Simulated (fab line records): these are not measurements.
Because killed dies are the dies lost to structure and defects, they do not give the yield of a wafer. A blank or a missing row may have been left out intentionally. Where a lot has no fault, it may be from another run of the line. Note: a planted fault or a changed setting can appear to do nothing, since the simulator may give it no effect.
What tool caused it? -- flow sky130 -- Sampling: 13 lots, 39 wafers, 5 of 708 route steps

WHAT EACH GAUGE READ, for each wafer
Not one reading of a measure or inspect step in the record can be checked against a usual standard deviation.

WHAT TOOL EACH LOT RAN ON (gives the tool, then ch and the chambers of the sampled wafers, and finally the start)
lot,SKY_SONOS_TUNNEL_DEVELOP_06,SKY_METAL2_DESCUM_17,SKY_METAL2_ETCH_18,SKY_VIA2_CMP_02,SKY_PAD_OPEN_PROBE_99
L188,"litho track-04 ch 0, day 11 09:50","rie metal-01 ch 0, day 35 03:11","rie metal-01 ch 0, day 35 03:13","cmp-01 ch 1,2,3, day 35 04:10",-
L193,"litho track-04 ch 0, day 13 01:29","rie metal-04 ch 0,1, day 37 03:23","rie metal-04 ch 0,1, day 37 03:26","cmp-01 ch 2,3, day 37 04:20",-
L194,"litho track-04 ch 0, day 13 13:11","rie metal-01 ch 0,1, day 37 07:31","rie metal-01 ch 0,1, day 37 07:33","cmp-02 ch 0,1, day 37 08:38",-
L197,"litho track-04 ch 0, day 14 08:02","rie metal-04 ch 0,1, day 38 05:29","rie metal-04 ch 0,1, day 38 05:31","cmp-02 ch 0,2,3, day 38 06:28","prober-01, day 48 04:01"
L201,"litho track-02 ch 0, day 15 19:04","rie metal-03 ch 0,1, day 39 12:34","rie metal-03 ch 0,1, day 39 12:37","cmp-01 ch 0,1, day 39 13:35",-
L203,"litho track-02 ch 0, day 16 03:23","rie metal-04 ch 0,1, day 40 13:10","rie metal-04 ch 0,1, day 40 13:11","cmp-01 ch 0,3, day 40 14:10",-
L205,"litho track-04 ch 0, day 18 00:56","rie metal-03 ch 0,1, day 41 16:04","rie metal-03 ch 0,1, day 41 16:07","cmp-01 ch 0,1, day 41 17:23",-
L207,"litho track-02 ch 0, day 18 11:47","rie metal-03 ch 0,1, day 41 17:07","rie metal-03 ch 0,1, day 41 17:10","cmp-01 ch 2,3, day 41 18:32",-
L206,"litho track-03 ch 0, day 18 12:29","rie metal-01 ch 0,1, day 41 16:11","rie metal-01 ch 0,1, day 41 16:14","cmp-01 ch 0,1,2, day 41 17:41",-
L209,"litho track-02 ch 0, day 18 15:50","rie metal-01 ch 0,1, day 41 17:36","rie metal-01 ch 0,1, day 41 17:38","cmp-02 ch 0,2,3, day 41 19:07",-
L208,"litho track-03 ch 0, day 18 17:05","rie metal-04 ch 0,1, day 41 20:40","rie metal-04 ch 0,1, day 41 20:43","cmp-02 ch 0,2,3, day 41 21:42",-
L210,"litho track-02 ch 0, day 19 02:40","rie metal-04 ch 0,1, day 42 14:05","rie metal-04 ch 0,1, day 42 14:07","cmp-02 ch 0,2,3, day 42 15:07",-
L211,"litho track-04 ch 0, day 19 11:07","rie metal-04 ch 0,1, day 42 17:41","rie metal-04 ch 0,1, day 42 17:44","cmp-02 ch 0,2,3, day 42 19:11",-
- SKY_SONOS_TUNNEL_DEVELOP_06: develop time 60 s.
- SKY_METAL2_DESCUM_17: chemistry O2, time 8 s.
- SKY_METAL2_ETCH_18: etches BARC in N2/H2, stops on SiO2, time 45.9 s, target depth 60 nm.
- SKY_VIA2_CMP_02: polishes SiO2.
- SKY_PAD_OPEN_PROBE_99

WHAT THE TOOLS THEMSELVES READ (means of the sampled wafers that have a number; where no wafer has one, the mark that the record gives instead)
SKY_SONOS_TUNNEL_DEVELOP_06.
lot,tool,developer temp C (C)
L188,litho track-04,23.09
L193,litho track-04,23.16
L194,litho track-04,22.00
L197,litho track-04,22.09
L201,litho track-02,22.88
L203,litho track-02,23.15
L205,litho track-04,22.99
L207,litho track-02,23.07
L206,litho track-03,23.01
L209,litho track-02,22.92
L208,litho track-03,22.98
L210,litho track-02,23.07
L211,litho track-04,22.98

SKY_METAL2_DESCUM_17.
lot,tool,drypump motor current A (A),oes product au (a.u.)
L188,rie metal-01,5.3,1.000
L193,rie metal-04,5.4,0.994
L194,rie metal-01,6.3,0.998
L197,rie metal-04,5.4,0.999
L201,rie metal-03,5.9,1.009
L203,rie metal-04,5.4,0.990
L205,rie metal-03,5.8,1.006
L207,rie metal-03,5.8,1.001
L206,rie metal-01,6.3,0.997
L209,rie metal-01,6.3,1.006
L208,rie metal-04,5.7,1.006
L210,rie metal-04,5.4,1.000
L211,rie metal-04,5.5,1.002

SKY_METAL2_ETCH_18.
lot,tool,drypump motor current A (A),h2 flow sccm (sccm),oes product au (a.u.),throttle valve pct (%)
L188,rie metal-01,5.4,200.1,0.858,13.221
L193,rie metal-04,5.4,199.7,0.852,13.221
L194,rie metal-01,6.3,199.8,0.853,13.226
L197,rie metal-04,5.4,200.6,0.855,13.226
L201,rie metal-03,5.9,200.2,0.850,13.216
L203,rie metal-04,5.5,200.2,0.851,13.216
L205,rie metal-03,5.8,199.7,0.851,13.226
L207,rie metal-03,5.8,199.5,0.851,13.230
L206,rie metal-01,6.3,200.2,0.858,13.215
L209,rie metal-01,6.3,199.9,0.856,13.229
L208,rie metal-04,5.7,199.4,0.856,13.219
L210,rie metal-04,5.5,200.5,0.857,13.228
L211,rie metal-04,5.5,199.9,0.854,13.217

SKY_VIA2_CMP_02.
lot,tool,motor current A (A)
L188,cmp-01,12.0
L193,cmp-01,11.1
L194,cmp-02,11.0
L197,cmp-02,11.6
L201,cmp-01,12.2
L203,cmp-01,11.4
L205,cmp-01,12.1
L207,cmp-01,11.4
L206,cmp-01,11.4
L209,cmp-02,11.6
L208,cmp-02,11.3
L210,cmp-02,11.7
L211,cmp-02,11.8

SKY_PAD_OPEN_PROBE_99.
lot,tool,killed_at_M0_to_M3,killed_at_M4_up,killed at contacts,killed at front end,killed at other,killed dies,killed open,killed short
L197,prober-01,39,1.7,29,11,0.0,80,45,34

THE ANSWER, worked out from the rows above alone
Rule: the lots themselves supply what counts as usual. The widest of any qualifying gaps counts: lots, ordered by their means at a reading, are off when they make up no more than a third of the lots, leave a main group of 4 or more, and stand apart from it by 3 or more times the standard deviation of that group's means. A main group is skipped when, at the precision printed for the reading in the tables above, its means are all equal. A lot without any number at a reading at which 4 lots or more have one is off too. All remaining lots with rows at the step are treated as sound. The gauges are gone through in route order, then the tools' own readings, and for those a lot's mean is taken as printed above. The first step at which some lot is off is used, and at that step the reading that is off furthest; a lot without a number counts as furthest.
Off, at SKY_SONOS_TUNNEL_DEVELOP_06 on developer temp C: L194, L197. For the main group the mean is 23.03 C and the standard deviation 0.085.
A tool fits if, at that step or a process step before it, it ran every lot that is off, and no sound lot after the first of them. No candidate that was tried fits.

WHAT HAD BEEN PUT IN BY THE SIMULATOR
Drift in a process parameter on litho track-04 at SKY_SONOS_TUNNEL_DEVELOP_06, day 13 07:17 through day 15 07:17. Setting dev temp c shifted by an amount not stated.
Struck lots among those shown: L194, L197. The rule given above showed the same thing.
